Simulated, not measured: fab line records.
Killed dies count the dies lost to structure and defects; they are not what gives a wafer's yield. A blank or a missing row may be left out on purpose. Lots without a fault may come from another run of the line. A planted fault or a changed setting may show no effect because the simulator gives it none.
The tool behind it: which one?	flow sky130	at 1 step of a route of 708, 6 lots with 18 wafers sampled

## WHAT EACH GAUGE READ, for each wafer
SKY_CONTACT_BOW_MEAS_05.
lot	measured	on	CONTACT_BOW (um)
L695	day 30 21:05	filmMetro-01	85 74 72
L699	day 32 10:46	filmMetro-04	93 72 88
L708	day 35 02:19	filmMetro-04	79 77 84
L710	day 35 18:20	filmMetro-01	90 80 67
L712	day 36 10:43	filmMetro-01	78 79 87
L716	day 38 20:05	filmMetro-02	79 83 87

## TOOL THAT RAN EACH LOT (tool first, then ch and the chambers of the sampled wafers, then the start)
No process step before these readings appears in the record.

## THE ANSWER, worked out from the rows above alone
Rule: the lots themselves supply what counts as usual. The widest of any qualifying gaps counts: lots, ordered by their means at a reading, are off when they make up no more than a third of the lots, leave a main group of 4 or more, and stand apart from it by 3 or more times the standard deviation of that group's means. If all means in a main group match to the digits the tables above print for the reading, that group is not used. A lot without any number at a reading at which 4 lots or more have one is off too. The other lots that the step has rows for count as sound.
Nothing can be told from this: no lot is off at any reading shown.

## WHAT THE SIMULATOR PUT IN
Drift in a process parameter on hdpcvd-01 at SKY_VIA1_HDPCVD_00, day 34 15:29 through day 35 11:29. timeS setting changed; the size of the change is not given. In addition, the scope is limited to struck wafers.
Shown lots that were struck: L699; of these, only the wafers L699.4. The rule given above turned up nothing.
